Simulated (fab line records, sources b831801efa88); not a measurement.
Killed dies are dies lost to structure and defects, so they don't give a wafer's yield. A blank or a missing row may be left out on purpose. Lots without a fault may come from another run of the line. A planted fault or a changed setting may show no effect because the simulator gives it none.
One fault seen from 2 desks | flow gf180mcu | each desk has only its own numbers; what lay behind them comes last

THE TOOL OWNER'S DESK: cvd_w-02
The tool's own readings at GF_CONTACT_CVD_24 (deposits W, target thk 300 nm, time 90.339 s): means of the sampled wafers that have a number, for each lot that ran on this tool. A lot is out of limits, marked OUT, if its mean lies more than 4 standard deviations from the usual mean; the brackets give that distance.
Columns: A = heater_power_w at GF_CONTACT_CVD_24, usual 872 W
lot  | first seen here | A
L659 | day 16 02:17    | 848
L661 | day 16 18:47    | 843
L664 | day 17 23:11    | 807
L665 | day 18 06:35    | 815
L673 | day 21 10:09    | 804
L674 | day 21 17:35    | 822
L675 | day 21 23:40    | 817
L676 | day 22 07:56    | 841
L680 | day 23 14:31    | 827
L682 | day 24 09:44    | 848
This desk's finding: nothing out of limits on any of the 10 lots.

THE METROLOGY DESK
What the gauges read, lot by lot, whatever tool the lot ran on: means of the sampled wafers that have a number. A lot is out of limits, marked OUT, if its mean lies more than 4 standard deviations from the usual mean; the brackets give that distance.
Columns: A = CONTACT_W_RS at GF_CONTACT_RS_MEAS_25, usual 0.383 ohm/sq; B = CONTACT_W_THK at GF_CONTACT_THK_MEAS_26, usual 292 nm; C = V5_OVL at GF_V5_OVL_MEAS_15, usual -1 nm
lot  | first seen here | A               | B              | C
L659 | day 16 02:25    | 0.390           | 290            | 5
L661 | day 16 18:54    | 0.388           | 291            | 1
L664 | day 17 23:17    | 0.489 (+26) OUT | 236 (-16) OUT  | -3
L665 | day 18 06:41    | 0.437 (+13) OUT | 260 (-9.2) OUT | -7
L672 | day 21 01:26    | 0.383           | 292            | -4
L673 | day 21 10:15    | 0.379           | 294            | -5
L674 | day 21 17:41    | 0.381           | 294            | -7
L675 | day 21 23:46    | 0.383           | 290            | 2
L676 | day 22 08:07    | 0.378           | 298            | -0
L677 | day 22 17:19    | 0.378           | 298            | 6
L680 | day 23 14:37    | 0.386           | 289            | -0
L682 | day 24 09:50    | 0.384           | 290            | -3
This desk's finding: out of limits on L664, L665; first on L664, day 17 23:17 (CONTACT_W_RS at GF_CONTACT_RS_MEAS_25). In limits: L659, L661, L672, L673, L674, L675, L676, L677, L680, L682.

PUT TOGETHER
The metrology desk could have raised an alarm at day 17 23:17, on L664, L665.
The tool owner's desk saw nothing out of limits.
The tool owner's desk has L664, L665 on record, within its limits.
Of the lots named, all ran GF_CONTACT_CVD_24 on cvd_w-02.

WHAT THE SIMULATOR HAD PUT IN
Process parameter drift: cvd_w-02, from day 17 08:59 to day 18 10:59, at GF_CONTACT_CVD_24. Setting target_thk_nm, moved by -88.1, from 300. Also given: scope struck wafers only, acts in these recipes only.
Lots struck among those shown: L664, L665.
Hours from the fault's start to each desk's first reading out of limits: the metrology desk, 14.
